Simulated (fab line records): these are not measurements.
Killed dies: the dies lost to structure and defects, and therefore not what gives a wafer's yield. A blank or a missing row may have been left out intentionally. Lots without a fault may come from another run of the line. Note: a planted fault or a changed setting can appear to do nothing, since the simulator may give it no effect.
Matching of chambers :: flow gf180mcu :: GF_V3_CMP_04 on cmp-01 has 4 sister chambers
The step polishes SiO2. 4 wafers are shown with their chamber, then 7 later ones without.

## WAFERS PAIRED WITH THEIR CHAMBERS
wafer: L569.1
chamber: 1
motor_current_A (A): 12.1

wafer: L569.2
chamber: 2
motor_current_A (A): 11.9

wafer: L570.1
chamber: 3
motor_current_A (A): 11.0

wafer: L570.4
chamber: 0
motor_current_A (A): 10.8

## WAFERS WITH NO CHAMBER GIVEN
wafer: L570.6
motor_current_A (A): 10.5

wafer: L571.2
motor_current_A (A): 12.2

wafer: L571.5
motor_current_A (A): 12.5

wafer: L571.6
motor_current_A (A): 11.2

wafer: L574.1
motor_current_A (A): 11.0

wafer: L574.4
motor_current_A (A): 9.9

wafer: L576.1
motor_current_A (A): 11.3

## EACH ONE'S CHAMBER
wafer: L570.6
from the rows above: can't be placed: 0 or 3
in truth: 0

wafer: L571.2
from the rows above: can't be placed: 1 or 2
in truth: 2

wafer: L571.5
from the rows above: can't be placed: 1 or 2
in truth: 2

wafer: L571.6
from the rows above: can't be placed: 3 or 0 or 2 or 1
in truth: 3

wafer: L574.1
from the rows above: can't be placed: 3 or 0
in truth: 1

wafer: L574.4
from the rows above: can't be placed: 0 or 3
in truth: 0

wafer: L576.1
from the rows above: can't be placed: 3 or 0 or 2 or 1
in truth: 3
0 of 7 placed correctly. Cannot be placed on the basis of these rows: 7; the candidates contain the true chamber in 6. Placed wrongly: 0.
How it was worked out, from the rows above alone: a wafer's distance from a chamber is the root of the sum, over the readings, of the square of ((its reading less the chamber's mean) divided by the reading's scatter). If the next closest chamber is less than 2 further off than the closest, the wafer can't be placed; otherwise it belongs to the closest. Each chamber's mean is taken over the wafers shown for it. The scatter: with one shown wafer a chamber, the root of the mean of the squares of how far each hidden wafer lies from its nearest shown one.
